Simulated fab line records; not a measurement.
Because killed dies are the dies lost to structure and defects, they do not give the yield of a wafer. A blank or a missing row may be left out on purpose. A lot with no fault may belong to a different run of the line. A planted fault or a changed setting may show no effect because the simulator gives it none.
fab line records -- flow sky130
record lots=6, wafers=18, lastDay=49
route steps=708 shown METAL2@503 VIA2@507 PAD_OPEN@708
lots untouched by any fault: they come from a run of this same line in which no faults occurred
startH: the number of hours between the record's first day and the start of the first shown wafer of the lot -- waitH: hours elapsed since this lot's preceding step -- " repeats the value in the row above -- L1.1+2: a single row standing in for several wafers -- - no value present, or no start provided -- * or withheld: withheld -- < > ~ a bound
route shown NAME@n: a module of which the file shows steps, and the number in the route of the first -- usual: mean/standard deviation of fault-free wafers -- same: alike in all rows -- chamber/n: place in a boat -- sites: readings site by site -- _std_site: the standard deviation of these -- _edge_site: inner sites' mean taken away from outer sites' mean -- radiusMm: for every site, how far away it sits from the centre of the wafer -- mask NAME#n: copy n -- behind: tool/chamber where the wafer was last shaped -- hold: the reason the lot was held/the length of the hold in hours/how it ended -- device: the transistor (n, p or np) that didn't switch -- end of line: the route-end tests of the same wafers -- a step given without rows: its recipe and nothing more -- killed: dies that structure and defects cost at the first sort, which is not the same as the wafer's yield -- map: the dies of a wafer, with x for killed, . for not killed, _ for no die there
set.NAME: setting as actually run; set.NAME@STEP: the setting as run at that earlier step -- model.NAME: the simulator's own value behind a step, which no gauge read
lots at some steps of the route; a table a step, a row a wafer
services: a tool's chamber out of use, with start hour (startH, from the record's first day; less than 0 if before it), hours out, and reason
## steps
# step SKY_METAL2_STRIP_20
# recipe chemistry=O2/N2, powerW=1400, pressureMtorr=1500, platenTempC=withheld, o2FlowSccm=3000, n2FlowSccm=300, overashFraction=0.5
# usual drypumpMotorCurrentA=5.7/0.53, oesProductAu=0.344/0.0046, stripTimeToEndpointS=2.72/0.033
lot.wafer,tool,chamber,startH,waitH,drypumpMotorCurrentA,oesProductAu,rfHoursCounterH,stripTimeToEndpointS
L385.3,plasmaAsher-03,1,824.50,0.1,5.7,0.343,-,2.74
L385.5,plasmaAsher-03,1,824.50,0.1,5.7,0.343,-,2.74
L385.6,plasmaAsher-03,0,824.50,0.1,4.9,0.349,-,2.71
L386.1,plasmaAsher-03,0,834.83,0.1,4.9,0.351,7,2.69
L386.3,plasmaAsher-03,1,834.83,0.1,5.8,0.348,-,2.70
L386.5,plasmaAsher-03,0,834.83,0.1,4.9,0.337,-,2.69
L394.2,plasmaAsher-03,0,897.43,0.1,4.9,0.341,13,2.73
L394.3,plasmaAsher-03,1,897.43,0.1,5.7,0.345,-,2.74
L394.5,plasmaAsher-03,1,897.43,0.1,5.7,0.351,-,2.74
L399.1,plasmaAsher-01,0,926.00,0.1,6.6,0.348,115,2.69
L399.4,plasmaAsher-01,0,926.00,0.1,6.6,0.346,-,2.73
L399.6,plasmaAsher-01,1,926.00,0.1,6.1,0.340,-,2.68
L398.2,plasmaAsher-01,0,928.54,0.1,6.6,0.345,115,2.74
L398.3,plasmaAsher-01,0,928.54,0.1,6.6,0.339,-,2.73
L398.6,plasmaAsher-01,1,928.54,0.1,6.1,0.344,-,2.75
L402.2,plasmaAsher-03,0,953.11,0.1,4.9,0.347,19,2.78
L402.5,plasmaAsher-03,0,953.11,0.1,4.9,0.343,-,2.77
L402.6,plasmaAsher-03,1,953.11,0.1,5.7,0.345,-,2.70
# step SKY_METAL2_STRIP_21
# recipe chemistry=postEtchResidueRemover, timeS=1200, tempC=72.5
# step SKY_METAL2_CLEAN_22
# recipe chemistry=IPA, timeS=180, tempC=25
# step SKY_METAL2_CLEAN_23
# recipe chemistry=O3/DIW, dry=n2Spin
# step SKY_VIA2_HDPCVD_00
# recipe material=SiO2, targetThkNm=1180, sigmaOpenFrac=0.3, timeS=196.7, tempC=400, sih4FlowSccm=60, pressureMtorr=6
# step SKY_VIA2_THK_MEAS_01
# recipe reads=SiO2_of_VIA2_HDPCVD_00
# usual VIA2_HDPCVD_THK=1178/12
lot.wafer,tool,chamber,startH,waitH,VIA2_HDPCVD_THK[nm]
L385.3,filmMetro-02,-,825.21,0.1,1182
L385.5,filmMetro-02,-,825.21,0.1,1189
L385.6,filmMetro-02,-,825.21,0.1,1178
L386.1,filmMetro-03,-,835.55,0.1,1187
L386.3,filmMetro-03,-,835.55,0.1,1173
L386.5,filmMetro-03,-,835.55,0.1,1194
L394.2,filmMetro-04,-,898.16,0.1,1173
L394.3,filmMetro-04,-,898.16,0.1,1167
L394.5,filmMetro-04,-,898.16,0.1,1171
L399.1,filmMetro-03,-,926.73,0.1,1170
L399.4,filmMetro-03,-,926.73,0.1,1181
L399.6,filmMetro-03,-,926.73,0.1,1187
L398.2,filmMetro-02,-,929.27,0.1,1180
L398.3,filmMetro-02,-,929.27,0.1,1179
L398.6,filmMetro-02,-,929.27,0.1,1189
L402.2,filmMetro-02,-,953.85,0.1,1169
L402.5,filmMetro-02,-,953.85,0.1,1171
L402.6,filmMetro-02,-,953.85,0.1,1168
# step SKY_VIA2_CMP_02
# recipe material=SiO2, downForcePsi=4, platenRpm=60, padVelocityMS=0.94248
# usual motorCurrentA=12.5/0.98, platenRpm=60.00/0.039, retainingRingPressureFrac=1.000/0.005
lot.wafer,tool,chamber,startH,waitH,motorCurrentA,platenRpm,retainingRingPressureFrac
L385.3,cmp-01,2,825.25,0.0,13.0,59.97,0.993
L385.6,cmp-01,2,825.25,0.0,12.9,60.01,0.994
L385.5,cmp-01,3,825.25,0.0,13.5,59.99,1.002
L386.1,cmp-02,0,835.61,0.1,11.6,59.96,1.008
L386.3,cmp-02,2,835.61,0.1,11.2,60.01,1.006
L386.5,cmp-02,1,835.61,0.1,11.1,60.00,0.988
L394.3,cmp-01,1,898.31,0.1,14.0,59.98,1.009
L394.2,cmp-01,2,898.31,0.1,13.1,59.98,1.003
L394.5,cmp-01,3,898.31,0.1,13.0,59.99,1.001
L399.1,cmp-01,0,926.79,0.1,13.4,59.99,1.004
L399.4,cmp-01,1,926.79,0.1,13.9,60.01,0.995
L399.6,cmp-01,0,926.79,0.1,12.2,59.95,0.996
L398.3,cmp-01,2,929.32,0.0,13.3,59.97,1.001
L398.2,cmp-01,0,929.32,0.0,13.1,60.02,1.005
L398.6,cmp-01,2,929.32,0.0,13.6,60.00,0.997
L402.2,cmp-01,0,954.05,0.2,13.1,60.07,1.000
L402.5,cmp-01,1,954.05,0.2,13.4,60.04,0.996
L402.6,cmp-01,2,954.05,0.2,12.7,59.94,1.001
# step SKY_VIA2_BOW_MEAS_03
# recipe mode=bow
# usual VIA2_BOW=86/7.7
lot.wafer,tool,chamber,startH,waitH,VIA2_BOW[um]
L385.3,filmMetro-04,-,825.59,0.3,82
L385.5,filmMetro-04,-,825.59,0.3,102
L385.6,filmMetro-04,-,825.59,0.3,84
L386.1,filmMetro-03,-,835.91,0.2,72
L386.3,filmMetro-03,-,835.91,0.2,73
L386.5,filmMetro-03,-,835.91,0.2,80
L394.2,filmMetro-03,-,898.53,0.1,94
L394.3,filmMetro-03,-,898.53,0.1,82
L394.5,filmMetro-03,-,898.53,0.1,108
L399.1,filmMetro-02,-,927.09,0.2,96
L399.4,filmMetro-02,-,927.09,0.2,89
L399.6,filmMetro-02,-,927.09,0.2,89
L398.2,filmMetro-02,-,929.64,0.2,83
L398.3,filmMetro-02,-,929.64,0.2,89
L398.6,filmMetro-02,-,929.64,0.2,86
L402.2,filmMetro-02,-,954.22,0.1,97
L402.5,filmMetro-02,-,954.22,0.1,94
L402.6,filmMetro-02,-,954.22,0.1,82
# step SKY_VIA2_DEHYDRATE_04
# recipe tempC=200, timeS=60
# step SKY_VIA2_HMDS_05
# recipe primeTimeS=60, primeTempC=120
# step SKY_VIA2_COAT_06
# recipe resist=BARC, tempC=withheld, timeS=withheld, spinRpm=3000, resistThkNm=60
# step SKY_VIA2_COAT_07
# recipe resist=KrF-thick, spinRpm=3000, resistThkNm=450
# step SKY_VIA2_SOFTBAKE_08
# recipe tempC=100, timeS=90, resist=KrF-thick
# usual heaterPowerTotalW=57.36/0.12, plateTempC=100.01/0.13
lot.wafer,tool,chamber,startH,waitH,heaterPowerTotalW,plateTempC
L385.3,lithoTrack-02,0,838,-,57.32,99.76
L385.5,lithoTrack-02,0,838,-,57.38,99.89
L385.6,lithoTrack-02,0,838,-,57.32,99.83
L386.1,lithoTrack-04,0,849,-,57.48,100.01
L386.3,lithoTrack-04,0,849,-,57.18,99.85
L386.5,lithoTrack-04,0,849,-,57.38,99.93
L394.2,lithoTrack-03,0,910,-,57.11,99.97
L394.3,lithoTrack-03,0,911,-,57.52,99.94
L394.5,lithoTrack-03,0,911,-,57.45,99.84
L399.1,lithoTrack-04,0,939,-,57.53,99.99
L399.4,lithoTrack-04,0,939,-,57.42,100.28
L399.6,lithoTrack-04,0,939,-,57.27,100.15
L398.2,lithoTrack-03,0,941,-,53.53,95.13
L398.3,lithoTrack-03,0,941,-,53.48,95.11
L398.6,lithoTrack-03,0,941,-,53.49,95.07
L402.2,lithoTrack-03,0,965,-,53.40,95.38
L402.5,lithoTrack-03,0,966,-,53.61,95.07
L402.6,lithoTrack-03,0,966,-,53.41,95.17
# step SKY_VIA2_EXPOSE_09
# recipe maskId=VIM2, na=0.8, sourceShape=annular, sigmaInner=0.55, sigmaOuter=0.85, targetCdNm=200, doseMj=38
# step SKY_VIA2_PEB_10
# recipe pebTempC=withheld, pebTimeS=withheld, resist=KrF-thick
# step SKY_VIA2_DEVELOP_11
# recipe developTimeS=60, resist=KrF-thick, devTempC=21
lot.wafer,tool,chamber,startH,waitH,model.KrF-thick_of_VIA2_COAT_07.thkNm
L385.3,lithoTrack-02,0,-,-,437.8
L385.5,lithoTrack-02,0,-,-,436.6
L385.6,lithoTrack-02,0,-,-,435.8
L386.1,lithoTrack-02,0,-,-,436.7
L386.3,lithoTrack-02,0,-,-,436.8
L386.5,lithoTrack-02,0,-,-,437.6
L394.2+5,lithoTrack-03,0,-,-,437.4
L394.3,lithoTrack-03,0,-,-,437.6
L399.1,lithoTrack-03,0,-,-,439.3
L399.4,lithoTrack-03,0,-,-,439.2
L399.6,lithoTrack-03,0,-,-,436.6
L398.2,lithoTrack-03,0,-,-,439.3
L398.3,lithoTrack-03,0,-,-,440.8
L398.6,lithoTrack-03,0,-,-,441.3
L402.2,lithoTrack-03,0,-,-,438.9
L402.5,lithoTrack-03,0,-,-,439.8
L402.6,lithoTrack-03,0,-,-,439.1
# step SKY_VIA2_CD_MEAS_12
# recipe targetCdNm=200
# usual cdNm=200.1/1.4
lot.wafer,tool,chamber,startH,waitH,cdNm
L385.3,cdSem-01,-,851.31,-,200.9
L385.5,cdSem-01,-,851.31,-,199.1
L385.6,cdSem-01,-,851.31,-,198.9
L386.1,cdSem-02,-,862.27,-,200.6
L386.3,cdSem-02,-,862.27,-,200.5
L386.5,cdSem-02,-,862.27,-,199.2
L394.2,cdSem-01,-,923.21,-,198.4
L394.3,cdSem-01,-,923.21,-,198.4
L394.5,cdSem-01,-,923.21,-,198.7
L399.1,cdSem-01,-,951.84,-,197.9
L399.4,cdSem-01,-,951.84,-,200.0
L399.6,cdSem-01,-,951.84,-,198.6
L398.2,cdSem-02,-,954.01,-,195.5
L398.3,cdSem-02,-,954.01,-,195.6
L398.6,cdSem-02,-,954.01,-,196.7
L402.2,cdSem-02,-,977.96,-,198.0
L402.5,cdSem-02,-,977.96,-,198.5
L402.6,cdSem-02,-,977.96,-,198.3
# step SKY_VIA2_OVL_MEAS_13
# usual VIA2_OVL=-2/5
lot.wafer,tool,chamber,startH,waitH,VIA2_OVL[nm]
L385.3,overlay-02,-,851.40,0.1,-7
L385.5,overlay-02,-,851.40,0.1,4
L385.6,overlay-02,-,851.40,0.1,-3
L386.1,overlay-01,-,862.39,0.1,4
L386.3,overlay-01,-,862.39,0.1,2
L386.5,overlay-01,-,862.39,0.1,5
L394.2,overlay-02,-,923.32,0.1,-3
L394.3,overlay-02,-,923.32,0.1,-10
L394.5,overlay-02,-,923.32,0.1,-5
L399.1,overlay-01,-,951.96,0.1,-2
L399.4,overlay-01,-,951.96,0.1,-3
L399.6,overlay-01,-,951.96,0.1,1
L398.2,overlay-02,-,954.12,0.1,-1
L398.3,overlay-02,-,954.12,0.1,-2
L398.6,overlay-02,-,954.12,0.1,4
L402.2,overlay-01,-,978.07,0.1,-2
L402.5,overlay-01,-,978.07,0.1,-5
L402.6,overlay-01,-,978.07,0.1,-1
# step SKY_VIA2_ETCH_14
# recipe chemistry=N2/H2, target=BARC, ionEnergyEv=200, sourceW=500, biasW=100, pressureMtorr=30, n2FlowSccm=100, h2FlowSccm=200, stopOn=SiO2, timeS=45.9, targetDepthA=600
# usual drypumpMotorCurrentA=5.9/0.37, oesProductAu=0.855/0.0049, throttleValvePct=13.224/0.0084
lot.wafer,tool,chamber,startH,waitH,drypumpMotorCurrentA,oesProductAu,rfHoursCounterH,throttleValvePct,model.KrF-thick_of_VIA2_COAT_07.thkNm
L385.3,rieDiel-03,2,851.43,0.0,5.7,0.854,19,13.212,394.9
L385.5,rieDiel-03,1,851.43,0.0,5.6,0.850,-,13.217,394.1
L385.6,rieDiel-03,2,851.43,0.0,5.7,0.855,-,13.225,392.3
L386.1,rieDiel-02,0,862.43,0.0,6.2,0.851,3,13.226,393.2
L386.3,rieDiel-02,1,862.43,0.0,5.3,0.853,8,13.231,393.8
L386.5,rieDiel-02,1,862.43,0.0,5.3,0.862,-,13.218,394.7
L394.2,rieDiel-04,0,923.35,0.0,6.2,0.850,11,13.231,393.4
L394.3,rieDiel-04,1,923.35,0.0,6.0,0.859,16,13.239,393.8
L394.5,rieDiel-04,0,923.35,0.0,6.2,0.863,-,13.224,393.6
L399.1,rieDiel-02,1,952.00,0.0,5.3,0.858,11,13.211,396.4
L399.4,rieDiel-02,0,952.00,0.0,6.1,0.854,6,13.216,395.8
L399.6,rieDiel-02,1,952.00,0.0,5.3,0.853,-,13.223,393.5
L398.2,rieDiel-02,0,954.15,0.0,6.1,0.861,6,13.229,396
L398.3,rieDiel-02,2,954.15,0.0,6.1,0.855,16,13.229,398.2
L398.6,rieDiel-02,1,954.15,0.0,5.3,0.857,-,13.206,398.3
L402.2,rieDiel-03,0,978.10,0.0,6.1,0.868,11,13.215,394.4
L402.5,rieDiel-03,3,978.10,0.0,5.6,0.861,-,13.240,396.5
L402.6,rieDiel-03,0,978.10,0.0,6.0,0.850,-,13.236,394.7
# step SKY_VIA2_ETCH_15
# recipe target=SiO2, chemistry=C4F8/O2/Ar, targetDepthNm=546, stopOn=TiN, maskMaterial=KrF-thick, sourceW=1500, biasW=1200, pressureMtorr=40, c4f8FlowSccm=withheld, O2_flow_sccm=6, Ar_flow_sccm=300, timeS=84
# usual oesProductAu=0.939/0.0046
lot.wafer,tool,chamber,startH,waitH,oesProductAu,rfHoursCounterH
L385.3,rieDiel-03,2,851.47,0.0,0.937,19
L385.5,rieDiel-03,1,851.47,0.0,0.936,-
L385.6,rieDiel-03,2,851.47,0.0,0.934,-
L386.1,rieDiel-02,0,862.47,0.0,0.942,3
L386.3,rieDiel-02,1,862.47,0.0,0.938,8
L386.5,rieDiel-02,1,862.47,0.0,0.941,-
L394.2,rieDiel-04,0,923.39,0.0,0.941,11
L394.3,rieDiel-04,1,923.39,0.0,0.938,16
L394.5,rieDiel-04,0,923.39,0.0,0.938,-
L399.1,rieDiel-02,1,952.04,0.0,0.941,11
L399.4,rieDiel-02,0,952.04,0.0,0.945,6
L399.6,rieDiel-02,1,952.04,0.0,0.944,-
L398.2,rieDiel-02,0,954.19,0.0,0.934,6
L398.3,rieDiel-02,2,954.19,0.0,0.935,16
L398.6,rieDiel-02,1,954.19,0.0,0.938,-
L402.2,rieDiel-03,0,978.14,0.0,0.936,11
L402.5,rieDiel-03,3,978.14,0.0,0.940,-
L402.6,rieDiel-03,0,978.14,0.0,0.942,-
# step SKY_PAD_OPEN_PROBE_99
# usual defectLimitedYield=82.4/1.8, killed_at_M0_to_M3=43/6.5, killed_at_M4_up=3.2/1.8, killedAtContacts=24/5.2, killedAtFrontEnd=15/4, killedAtOther=0.4/0.69, killedDies=86/8.7, killedOpen=47/7, killedShort=39/5.7, sort_bin_3_pad_short=0.9/0.43, sort_bin_5_function=10.5/1.4, sort_bin_6_memory=6.2/1.2, sortNPass=406/8.7, sortYieldPct=82.4/1.8
# same grossDies=492, killedAtBackSide=0, sort_bin_4_leakage[%]=0, sort_bin_8_speed[%]=0
lot.wafer,tool,chamber,startH,waitH,defectLimitedYield[%],killed_at_M0_to_M3,killed_at_M4_up,killedAtContacts,killedAtFrontEnd,killedAtOther,killedDies,killedOpen,killedShort,sort_bin_3_pad_short[%],sort_bin_5_function[%],sort_bin_6_memory[%],sortNPass,sortYieldPct[%]
L386.1,prober-02,-,1086.02,0.1,81.1,50,3,28,12,0,93,57,36,0.2,9.8,8.9,399,81.1
L386.3,prober-02,-,1086.12,0.2,84.1,41,2,23,12,0,78,52,26,1.0,8.5,6.3,414,84.1
L386.5,prober-02,-,1086.22,0.2,83.7,42,5,15,18,0,80,44,36,1.4,9.1,5.7,412,83.7
L394.2,prober-02,-,1135.19,0.1,81.1,49,4,24,15,1,93,58,35,0.2,11.4,7.3,399,81.1
L394.3,prober-02,-,1135.24,0.2,81.9,42,4,22,21,0,89,49,40,0.6,10.2,7.3,403,81.9
L394.5,prober-02,-,1135.34,0.2,80.7,43,2,39,11,0,95,53,42,0.4,12.0,6.9,397,80.7
L402.6,prober-02,-,1174.82,0.2,83.3,44,2,22,14,0,82,47,35,1.0,9.1,6.5,410,83.3
# killed by level:class
L386.1 VIA1:geometricParticle:open=18 LI_CONTACT:geometricParticle:open=9 VIA2:geometricParticle:open=9 CONTACT:geometricParticle:short=8 VIA1:geometricParticle:short=8 CONTACT:geometricParticle:open=7 VIA3:geometricParticle:open=6 LOCAL_INTERCONNECT:geometricParticle:short=3
L386.3 VIA1:geometricParticle:open=14 VIA3:geometricParticle:open=11 CONTACT:geometricParticle:open=10 FIELD_ISO:geometricParticle:open=5 LI_CONTACT:geometricParticle:open=5 VIA2:geometricParticle:short=4 CONTACT:geometricParticle:short=4 POLY_GATE:geometricParticle:short=3
L386.5 VIA1:geometricParticle:open=10 VIA2:geometricParticle:open=8 VIA3:geometricParticle:open=6 LI_CONTACT:geometricParticle:open=5 VIA1:geometricParticle:short=5 FIELD_ISO:geometricParticle:short=4 CONTACT:geometricParticle:open=4 METAL4:geometricParticle:short=4
L394.2 VIA1:geometricParticle:open=10 CONTACT:geometricParticle:open=9 VIA2:geometricParticle:open=9 LI_CONTACT:geometricParticle:open=8 VIA3:geometricParticle:open=8 VIA2:geometricParticle:short=5 VIA1:geometricParticle:short=5 FIELD_ISO:geometricParticle:short=4
L394.3 CONTACT:geometricParticle:open=9 VIA2:geometricParticle:open=8 VIA1:geometricParticle:open=7 FIELD_ISO:geometricParticle:open=6 FIELD_ISO:geometricParticle:short=6 VIA1:geometricParticle:short=6 LOCAL_INTERCONNECT:geometricParticle:short=5 CONTACT:geometricParticle:short=4
L394.5 CONTACT:geometricParticle:open=15 LI_CONTACT:geometricParticle:open=9 LOCAL_INTERCONNECT:geometricParticle:short=8 VIA3:geometricParticle:open=7 VIA2:geometricParticle:open=7 VIA1:geometricParticle:open=7 CONTACT:geometricParticle:short=6 METAL3:geometricParticle:short=5
L402.6 VIA1:geometricParticle:open=11 CONTACT:geometricParticle:open=8 VIA2:geometricParticle:open=7 LI_CONTACT:geometricParticle:open=6 VIA3:geometricParticle:open=6 METAL1:geometricParticle:short=5 FIELD_ISO:geometricParticle:short=4 LI_CONTACT:geometricParticle:short=4
## services
tool,chamber,startH,hours,kind
cmp-01,-,807.81,5.0,pm
cmp-01,-,813.17,1.7,repair
plasmaAsher-01,-,815.53,3.4,repair
rieDiel-04,-,822.18,1.0,repair
rieDiel-03,0,826.05,93.0,repair
cmp-02,-,829.14,5.0,repair
cmp-02,-,864.64,1.4,repair
cmp-01,-,871.36,5.0,pm
rieDiel-02,3,871.93,8.7,repair
rieDiel-03,2,871.97,3.3,repair
cmp-02,-,895.44,0.3,repair
cmp-02,-,902.34,2.1,repair
cmp-01,-,912.00,4.0,pm
cmp-01,-,916.00,-,consumableReplace:conditioner
cmp-01,-,916.00,-,consumableReplace:pad
rieDiel-03,-,919.24,2.8,pm
rieDiel-02,3,922.64,15.9,repair
rieDiel-03,2,925.69,-,clean
cmp-01,-,930.56,11.6,repair
rieDiel-02,1,931.04,1.3,repair
rieDiel-04,3,944.46,1.3,repair
cmp-01,-,945.97,1.6,repair
rieDiel-04,1,950.50,15.4,repair
plasmaAsher-03,-,957.95,2.6,repair
## key
firstSign step=SKY_VIA2_SOFTBAKE_08, reading=plateTempC, direction=down, sigmas=37, usual=*, struck=*
effect step=SKY_VIA2_SOFTBAKE_08, reading=heaterPowerTotalW, direction=down, sigmas=33, usual=*, struck=*
effect step=SKY_VIA2_CD_MEAS_12, reading=cdNm, direction=down, sigmas=2.1, usual=200.1, struck=197.1, through=controlLoop
modelEffect step=SKY_VIA2_DEVELOP_11, value=KrF-thick_of_VIA2_COAT_07.thkNm, without=436.9, struck=439.9
modelEffect step=SKY_VIA2_ETCH_14, value=KrF-thick_of_VIA2_COAT_07.thkNm, without=393.4, struck=396.4
metAt SKY_VIA2_SOFTBAKE_08
struckWafers L398.2,L398.3,L398.6,L402.2,L402.5,L402.6
loopTrim step=SKY_VIA2_EXPOSE_09, setting=dose, lots=L402
onsetBetween 910 941
fault kind=processParameterDrift, tool=lithoTrack-03, chamber=-, onsetH=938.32, steps=SKY_VIA2_SOFTBAKE_08, channel=tempC, offset=*, shape=step, endH=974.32, actsIn=*, stated=*
# loopTrim: a control loop set the setting to another value than it would have without faults
